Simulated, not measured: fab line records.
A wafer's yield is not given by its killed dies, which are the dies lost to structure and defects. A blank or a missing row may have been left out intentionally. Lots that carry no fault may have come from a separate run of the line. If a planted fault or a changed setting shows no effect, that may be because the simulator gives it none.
Which tool is to blame? ; flow gf180mcu ; 30 wafers from 10 lots sampled at 4 of the route's 602 steps

WHAT EACH GAUGE READ, for each wafer
GF_V3_RS_MEAS_24: uses a four-point probe to measure.
lot;measured;on;V3_W_RS (ohm/sq)
L863;day 22 13:41;film_metro-03;0.323 0.327 0.320
L866;day 23 13:27;film_metro-03;0.326 0.323 0.328
L867;day 24 02:25;film_metro-03;0.327 0.333 0.333
L871;day 25 08:44;film_metro-02;0.329 0.323 0.332
L872;day 25 20:10;film_metro-02;0.335 0.339 0.328
L873;day 26 01:09;film_metro-01;0.317 0.328 0.321
L876;day 27 00:55;film_metro-02;0.321 0.331 0.332
L881;day 28 16:14;film_metro-03;0.194 0.195 0.194
L883;day 29 00:16;film_metro-01;0.195 0.195 0.195
L885;day 29 10:13;film_metro-03;0.326 0.323 0.324

TOOL THAT RAN EACH LOT (tool first, then ch and the chambers of the sampled wafers, then the start)
lot;GF_M3_METAL_ETCH_16;GF_V3_CMP_04;GF_V3_CVD_23
L863;rie_metal-02 ch 0, day 21 11:44;cmp-01 ch 0,1,3, day 21 12:43;cvd_w-01 ch 0,1, day 22 13:34
L866;rie_metal-01 ch 1, day 22 12:17;cmp-02 ch 0,3, day 22 13:13;cvd_w-02 ch 0,1, day 23 13:19
L867;rie_metal-01 ch 0,1, day 23 01:10;cmp-02 ch 0,2,3, day 23 02:13;cvd_w-01 ch 0,1, day 24 02:17
L871;rie_metal-02 ch 0,1, day 24 09:14;cmp-01 ch 0,1,2, day 24 10:08;cvd_w-01 ch 0,1, day 25 08:37
L872;rie_metal-03 ch 0,1, day 24 19:19;cmp-02 ch 0,2,3, day 24 21:01;cvd_w-01 ch 0,1, day 25 20:02
L873;rie_metal-03 ch 1, day 25 02:10;cmp-01 ch 1,2,3, day 25 03:17;cvd_w-01 ch 0,1, day 26 01:01
L876;rie_metal-02 ch 1, day 26 01:46;cmp-02 ch 0,1,3, day 26 02:47;cvd_w-02 ch 0,1, day 27 00:49
L881;rie_metal-01 ch 0,1, day 27 17:52;cmp-01 ch 1,3, day 27 18:51;cvd_w-01 ch 1, day 28 16:08
L883;rie_metal-03 ch 0,1, day 28 02:02;cmp-01 ch 2,3, day 28 02:56;cvd_w-01 ch 0,1, day 29 00:09
L885;rie_metal-02 ch 1, day 28 12:05;cmp-02 ch 0,1,2, day 28 13:10;cvd_w-02 ch 1, day 29 10:06
- GF_M3_METAL_ETCH_16: etches the open film in Cl2/BCl3, stops on SiO2, target depth 627.5 nm, time 104.6 s.
- GF_V3_CMP_04: polishes SiO2.
- GF_V3_CVD_23: deposits W, target thk 350 nm, time 104.9 s.

THE ANSWER, worked out from the rows above alone
Rule: the usual values come from the lots themselves. The widest of any qualifying gaps counts: lots, ordered by their means at a reading, are off when they make up no more than a third of the lots, leave a main group of 4 or more, and stand apart from it by 3 or more times the standard deviation of that group's means. A main group whose means are all the same, to the digits that the tables above print for the reading, isn't used. Also off: a lot with no number at a reading for which 4 or more lots have one. The other lots that the step has rows for count as sound.
Off: L881, L883, seen at GF_V3_RS_MEAS_24 (V3_W_RS). For the main group the mean is 0.327 ohm/sq and the standard deviation 0.0038.
A tool fits if, at a process step before that reading, it ran every lot that is off, and no sound lot after the first of them. The gauges at GF_V3_RS_MEAS_24 are tried like those tools. Undecided on this evidence; 2 tools fit (cmp-01 at GF_V3_CMP_04, cvd_w-01 at GF_V3_CVD_23).

WHAT THE SIMULATOR HAD PUT IN
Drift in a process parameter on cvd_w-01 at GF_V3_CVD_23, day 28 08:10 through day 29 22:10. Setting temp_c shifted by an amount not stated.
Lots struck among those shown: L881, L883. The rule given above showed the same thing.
